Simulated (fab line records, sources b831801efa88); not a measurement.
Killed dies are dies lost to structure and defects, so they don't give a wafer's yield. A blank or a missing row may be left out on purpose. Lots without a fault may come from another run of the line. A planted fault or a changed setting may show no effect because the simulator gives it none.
Chamber matching | flow gf180mcu | GF_CONTACT_CVD_02 on pecvd-02: 3 sister chambers
The step deposits SiO2 from TEOS, target thk 860 nm, time 95.992 s. 16 wafers are shown with their chamber, then 8 later ones without.

WAFERS WITH THEIR CHAMBER
wafer  | chamber | heater_power_w (W) | rf_fwd_power_W (W)
L074.2 | 0       | 639                | 595.4
L074.3 | 2       | 597                | 595.6
L074.4 | 2       | 620                | 595.2
L075.3 | 1       | 973                | 597.8
L075.4 | 2       | 601                | 594.1
L075.5 | 0       | 610                | 596.0
L081.3 | 1       | 1027               | 597.3
L081.4 | 2       | 475                | 595.8
L081.5 | 0       | 759                | 595.6
L087.1 | 0       | 729                | 601.7
L087.2 | 1       | 1058               | 594.7
L087.4 | 0       | 775                | 596.4
L091.3 | 1       | 981                | 598.0
L091.4 | 2       | 546                | 595.2
L091.5 | 1       | 1023               | 596.8
L092.1 | 2       | 615                | 594.9

SIGNATURES (means of the wafers above)
reading        | chamber 0 | chamber 1 | chamber 2 | scatter within a chamber
heater_power_w | 702.40    | 1012.40   | 575.67    | 57
rf_fwd_power_W | 597.020   | 596.920   | 595.133   | 1.68
Rule: a wafer's distance from a chamber is the root of the sum, over the readings, of the square of ((its reading less the chamber's mean) divided by the reading's scatter). The wafer belongs to the nearest chamber; if the next one is less than 2 further off, it can't be placed. The scatter: the root of (the sum of the squares of (reading less its chamber's mean) over the shown wafers, divided by (wafers less chambers)).

WAFERS WITHOUT THEIR CHAMBER
wafer  | heater_power_w (W) | rf_fwd_power_W (W)
L092.3 | 899                | 597.0
L092.6 | 752                | 599.0
L094.1 | 937                | 596.9
L094.2 | 627                | 592.6
L094.3 | 718                | 596.5
L097.2 | 558                | 596.3
L097.3 | 955                | 597.6
L097.4 | 1037               | 597.2

WHICH CHAMBER EACH WENT THROUGH
wafer  | from the rows above     | in truth
L092.3 | can't be placed: 1 or 0 | 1
L092.6 | 0                       | 0
L094.1 | 1                       | 1
L094.2 | can't be placed: 2 or 0 | 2
L094.3 | 0                       | 0
L097.2 | can't be placed: 2 or 0 | 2
L097.3 | 1                       | 1
L097.4 | 1                       | 1
Placed correctly: 5 of 8. Can't be placed from these rows: 3 (the true chamber is among the candidates in 3). Placed wrongly: 0.
